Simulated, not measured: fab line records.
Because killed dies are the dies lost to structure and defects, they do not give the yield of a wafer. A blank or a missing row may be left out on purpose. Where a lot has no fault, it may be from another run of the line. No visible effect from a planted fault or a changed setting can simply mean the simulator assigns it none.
What tool caused it? || flow gf180mcu || 13 lots with 39 wafers sampled at 6 steps, on a route of 602 steps

== WHAT EACH GAUGE READ, for each wafer ==
GF_STI_THK_MEAS_24.
{"lot": "L832", "measured": "day 2 04:57", "on": "film_metro-01", "STI_CVD_23_THK (nm)": "611 615 623"}
{"lot": "L834", "measured": "day 2 14:26", "on": "film_metro-01", "STI_CVD_23_THK (nm)": "631 622 619"}
{"lot": "L835", "measured": "day 2 19:02", "on": "film_metro-01", "STI_CVD_23_THK (nm)": "620 624 624"}
{"lot": "L838", "measured": "day 3 09:47", "on": "film_metro-04", "STI_CVD_23_THK (nm)": "618 613 613"}
{"lot": "L839", "measured": "day 3 16:24", "on": "film_metro-04", "STI_CVD_23_THK (nm)": "634 618 629"}
{"lot": "L840", "measured": "day 3 22:44", "on": "film_metro-02", "STI_CVD_23_THK (nm)": "621 621 614"}
{"lot": "L841", "measured": "day 4 01:20", "on": "film_metro-02", "STI_CVD_23_THK (nm)": "623 621 624"}
{"lot": "L844", "measured": "day 4 17:38", "on": "film_metro-02", "STI_CVD_23_THK (nm)": "623 622 624"}
{"lot": "L849", "measured": "day 5 21:10", "on": "film_metro-04", "STI_CVD_23_THK (nm)": "615 615 615"}
{"lot": "L851", "measured": "day 6 06:19", "on": "film_metro-02", "STI_CVD_23_THK (nm)": "615 616 614"}
{"lot": "L852", "measured": "day 6 13:04", "on": "film_metro-01", "STI_CVD_23_THK (nm)": "621 616 615"}
{"lot": "L854", "measured": "day 7 00:20", "on": "film_metro-01", "STI_CVD_23_THK (nm)": "613 620 613"}
{"lot": "L855", "measured": "day 7 07:17", "on": "film_metro-04", "STI_CVD_23_THK (nm)": "620 611 612"}

GF_NWELL_OVL_MEAS_07.
{"lot": "L832", "measured": "day 3 08:08", "on": "overlay-02", "NWELL_OVL (nm)": "0.7 -1.1 0.1"}
{"lot": "L834", "measured": "day 3 18:59", "on": "overlay-02", "NWELL_OVL (nm)": "0.9 0.0 -0.7"}
{"lot": "L835", "measured": "day 3 23:32", "on": "overlay-02", "NWELL_OVL (nm)": "-1.1 -0.5 -2.2"}
{"lot": "L838", "measured": "day 4 15:48", "on": "overlay-01", "NWELL_OVL (nm)": "-1.8 -2.3 -2.8"}
{"lot": "L839", "measured": "day 4 21:50", "on": "overlay-02", "NWELL_OVL (nm)": "-0.5 1.0 0.8"}
{"lot": "L840", "measured": "day 5 04:14", "on": "overlay-01", "NWELL_OVL (nm)": "-0.9 -0.3 0.4"}
{"lot": "L841", "measured": "day 5 06:53", "on": "overlay-02", "NWELL_OVL (nm)": "1.2 1.0 -0.3"}
{"lot": "L844", "measured": "day 6 00:49", "on": "overlay-01", "NWELL_OVL (nm)": "-0.5 1.2 -0.7"}
{"lot": "L849", "measured": "day 7 06:20", "on": "overlay-01", "NWELL_OVL (nm)": "-3.5 -2.9 -1.0"}
{"lot": "L851", "measured": "day 7 17:56", "on": "overlay-01", "NWELL_OVL (nm)": "0.9 -1.9 -1.6"}
{"lot": "L852", "measured": "day 8 03:26", "on": "overlay-01", "NWELL_OVL (nm)": "-4.3 -3.3 -1.7"}
{"lot": "L854", "measured": "day 8 14:42", "on": "overlay-01", "NWELL_OVL (nm)": "2.0 1.8 0.9"}
{"lot": "L855", "measured": "day 8 19:11", "on": "overlay-01", "NWELL_OVL (nm)": "1.4 1.3 1.1"}

GF_MVPSD_TW_MEAS_11.
{"lot": "L832", "measured": "day 5 00:46", "on": "film_metro-03", "MVPSD_TW": "558 554 556"}
{"lot": "L834", "measured": "day 5 13:48", "on": "film_metro-01", "MVPSD_TW": "552 551 553"}
{"lot": "L835", "measured": "day 5 16:14", "on": "film_metro-03", "MVPSD_TW": "558 558 559"}
{"lot": "L838", "measured": "day 6 11:34", "on": "film_metro-03", "MVPSD_TW": "557 560 560"}
{"lot": "L839", "measured": "day 6 17:41", "on": "film_metro-04", "MVPSD_TW": "546 547 546"}
{"lot": "L840", "measured": "day 7 00:08", "on": "film_metro-03", "MVPSD_TW": "559 560 562"}
{"lot": "L841", "measured": "day 7 08:38", "on": "film_metro-03", "MVPSD_TW": "445 446 448"}
{"lot": "L844", "measured": "day 7 22:07", "on": "film_metro-01", "MVPSD_TW": "443 441 441"}
{"lot": "L849", "measured": "day 9 06:20", "on": "film_metro-04", "MVPSD_TW": "550 548 548"}
{"lot": "L851", "measured": "day 9 19:42", "on": "film_metro-04", "MVPSD_TW": "550 546 550"}
{"lot": "L852", "measured": "day 10 06:49", "on": "film_metro-04", "MVPSD_TW": "550 547 548"}
{"lot": "L854", "measured": "day 10 17:13", "on": "film_metro-01", "MVPSD_TW": "555 551 550"}
{"lot": "L855", "measured": "day 11 00:55", "on": "film_metro-03", "MVPSD_TW": "558 559 559"}

GF_VT_IMPLANT_OVL_MEAS_18.
{"lot": "L832", "measured": "day 6 04:41", "on": "overlay-02", "VT_IMPLANT_01_OVL (nm)": "-0.1 -2.4 -0.9"}
{"lot": "L834", "measured": "day 6 18:10", "on": "overlay-01", "VT_IMPLANT_01_OVL (nm)": "-0.2 0.6 -1.5"}
{"lot": "L835", "measured": "day 6 20:21", "on": "overlay-02", "VT_IMPLANT_01_OVL (nm)": "-0.7 -2.1 -0.6"}
{"lot": "L838", "measured": "day 7 17:09", "on": "overlay-02", "VT_IMPLANT_01_OVL (nm)": "-0.3 1.0 -1.2"}
{"lot": "L839", "measured": "day 7 23:35", "on": "overlay-02", "VT_IMPLANT_01_OVL (nm)": "0.0 -0.8 -0.1"}
{"lot": "L840", "measured": "day 8 06:17", "on": "overlay-01", "VT_IMPLANT_01_OVL (nm)": "-2.0 -3.3 -0.4"}
{"lot": "L841", "measured": "day 8 16:32", "on": "overlay-02", "VT_IMPLANT_01_OVL (nm)": "-1.0 -0.6 -0.4"}
{"lot": "L844", "measured": "day 9 05:17", "on": "overlay-02", "VT_IMPLANT_01_OVL (nm)": "-1.2 0.4 -0.5"}
{"lot": "L849", "measured": "day 10 16:47", "on": "overlay-02", "VT_IMPLANT_01_OVL (nm)": "0.1 0.2 0.3"}
{"lot": "L851", "measured": "day 11 06:26", "on": "overlay-01", "VT_IMPLANT_01_OVL (nm)": "-0.9 2.0 0.0"}
{"lot": "L852", "measured": "day 11 18:53", "on": "overlay-01", "VT_IMPLANT_01_OVL (nm)": "-2.1 -3.0 -0.5"}
{"lot": "L854", "measured": "day 12 05:50", "on": "overlay-01", "VT_IMPLANT_01_OVL (nm)": "-1.9 0.3 0.1"}
{"lot": "L855", "measured": "day 12 13:56", "on": "overlay-01", "VT_IMPLANT_01_OVL (nm)": "-0.5 -0.7 0.0"}

GF_VT_IMPLANT_RS_MEAS_49: a four-point-probe measurement.
{"lot": "L832", "measured": "day 7 11:26", "on": "film_metro-03", "MVPSD_RS (ohm/sq)": "1175.0 1174.6 1175.2"}
{"lot": "L834", "measured": "day 8 02:01", "on": "film_metro-03", "MVPSD_RS (ohm/sq)": "1168.9 1169.5 1172.6"}
{"lot": "L835", "measured": "day 8 03:11", "on": "film_metro-04", "MVPSD_RS (ohm/sq)": "1170.0 1168.8 1164.2"}
{"lot": "L838", "measured": "day 9 01:01", "on": "film_metro-04", "MVPSD_RS (ohm/sq)": "1168.7 1166.6 1167.7"}
{"lot": "L839", "measured": "day 9 09:08", "on": "film_metro-03", "MVPSD_RS (ohm/sq)": "1174.0 1170.5 1180.4"}
{"lot": "L840", "measured": "day 9 16:40", "on": "film_metro-01", "MVPSD_RS (ohm/sq)": "1173.3 1169.7 1171.2"}
{"lot": "L841", "measured": "day 10 02:37", "on": "film_metro-04", "MVPSD_RS (ohm/sq)": "1848.7 1850.5 1845.8"}
{"lot": "L844", "measured": "day 10 17:31", "on": "film_metro-04", "MVPSD_RS (ohm/sq)": "1845.0 1852.4 1849.7"}
{"lot": "L849", "measured": "day 12 06:28", "on": "film_metro-01", "MVPSD_RS (ohm/sq)": "1172.4 1172.3 1172.7"}
{"lot": "L851", "measured": "day 12 20:42", "on": "film_metro-04", "MVPSD_RS (ohm/sq)": "1169.5 1169.4 1167.9"}
{"lot": "L852", "measured": "day 13 10:01", "on": "film_metro-03", "MVPSD_RS (ohm/sq)": "1171.2 1169.5 1169.6"}
{"lot": "L854", "measured": "day 13 22:40", "on": "film_metro-04", "MVPSD_RS (ohm/sq)": "1170.3 1169.4 1172.0"}
{"lot": "L855", "measured": "day 14 08:04", "on": "film_metro-03", "MVPSD_RS (ohm/sq)": "1173.1 1171.0 1171.7"}

== TOOL THAT RAN EACH LOT (tool first, then ch and the chambers of the sampled wafers, then the start) ==
{"lot": "L832", "GF_MVPSD_IMPLANT_08": "implanter-03 ch 0, day 5 00:22"}
{"lot": "L834", "GF_MVPSD_IMPLANT_08": "implanter-03 ch 0, day 5 13:25"}
{"lot": "L835", "GF_MVPSD_IMPLANT_08": "implanter-02 ch 0, day 5 15:50"}
{"lot": "L838", "GF_MVPSD_IMPLANT_08": "implanter-03 ch 0, day 6 11:10"}
{"lot": "L839", "GF_MVPSD_IMPLANT_08": "implanter-03 ch 0, day 6 17:17"}
{"lot": "L840", "GF_MVPSD_IMPLANT_08": "implanter-02 ch 0, day 6 23:46"}
{"lot": "L841", "GF_MVPSD_IMPLANT_08": "implanter-03 ch 0, day 7 08:14"}
{"lot": "L844", "GF_MVPSD_IMPLANT_08": "implanter-03 ch 0, day 7 21:44"}
{"lot": "L849", "GF_MVPSD_IMPLANT_08": "implanter-02 ch 0, day 9 05:56"}
{"lot": "L851", "GF_MVPSD_IMPLANT_08": "implanter-02 ch 0, day 9 19:19"}
{"lot": "L852", "GF_MVPSD_IMPLANT_08": "implanter-03 ch 0, day 10 06:25"}
{"lot": "L854", "GF_MVPSD_IMPLANT_08": "implanter-02 ch 0, day 10 16:49"}
{"lot": "L855", "GF_MVPSD_IMPLANT_08": "implanter-02 ch 0, day 11 00:31"}
- GF_MVPSD_IMPLANT_08

== WHAT THE TOOLS THEMSELVES READ (means of the sampled wafers that have a number; where no wafer has one, the mark that the record gives instead) ==
GF_MVPSD_IMPLANT_08.
{"lot": "L832", "tool": "implanter-03", "dose_ions_cm2": 1.5015e+13, "faraday_current_uA": 84.4}
{"lot": "L834", "tool": "implanter-03", "dose_ions_cm2": 1.5000e+13, "faraday_current_uA": 83.6}
{"lot": "L835", "tool": "implanter-02", "dose_ions_cm2": 1.5008e+13, "faraday_current_uA": 84.5}
{"lot": "L838", "tool": "implanter-03", "dose_ions_cm2": 1.4989e+13, "faraday_current_uA": 85.0}
{"lot": "L839", "tool": "implanter-03", "dose_ions_cm2": 1.4999e+13, "faraday_current_uA": 86.4}
{"lot": "L840", "tool": "implanter-02", "dose_ions_cm2": 1.4995e+13, "faraday_current_uA": 82.6}
{"lot": "L841", "tool": "implanter-03", "dose_ions_cm2": 5.6970e+12, "faraday_current_uA": 31.9}
{"lot": "L844", "tool": "implanter-03", "dose_ions_cm2": 5.6860e+12, "faraday_current_uA": 32.5}
{"lot": "L849", "tool": "implanter-02", "dose_ions_cm2": 1.4987e+13, "faraday_current_uA": 85.1}
{"lot": "L851", "tool": "implanter-02", "dose_ions_cm2": 1.4983e+13, "faraday_current_uA": 83.9}
{"lot": "L852", "tool": "implanter-03", "dose_ions_cm2": 1.4996e+13, "faraday_current_uA": 85.1}
{"lot": "L854", "tool": "implanter-02", "dose_ions_cm2": 1.4992e+13, "faraday_current_uA": 84.3}
{"lot": "L855", "tool": "implanter-02", "dose_ions_cm2": 1.5003e+13, "faraday_current_uA": 83.2}

== THE ANSWER, worked out from the rows above alone ==
Rule: what is usual is taken from the lots themselves. Put in order of their means at a reading, lots are off if they are a third of the lots or fewer, leave a main group of 4 or more, and stand apart from it by a gap of 3 or more times the standard deviation of the main group's means; of several such gaps the widest counts. A main group whose means are all the same, to the digits that the tables above print for the reading, isn't used. A lot without any number at a reading at which 4 lots or more have one is off too. The other lots that the step has rows for count as sound. Order of review: gauges by route order, followed by the tools' own readings, for which a lot's mean as printed above is used. The first step at which some lot is off is used, and at that step the reading that is off furthest; a lot without a number counts as furthest.
Off: L841, L844, seen at GF_MVPSD_TW_MEAS_11 (MVPSD_TW). Main group: mean 553, sd 4.9.
A tool fits if, at a process step before that reading, it ran every lot that is off, and no sound lot after the first of them. The gauges at GF_MVPSD_TW_MEAS_11 aren't tried: what is off there is off at GF_VT_IMPLANT_RS_MEAS_49 too, on other tools, and a gauge's error can't cause that. Not one of the candidates tried fits.

== WHAT THE SIMULATOR HAD PUT IN ==
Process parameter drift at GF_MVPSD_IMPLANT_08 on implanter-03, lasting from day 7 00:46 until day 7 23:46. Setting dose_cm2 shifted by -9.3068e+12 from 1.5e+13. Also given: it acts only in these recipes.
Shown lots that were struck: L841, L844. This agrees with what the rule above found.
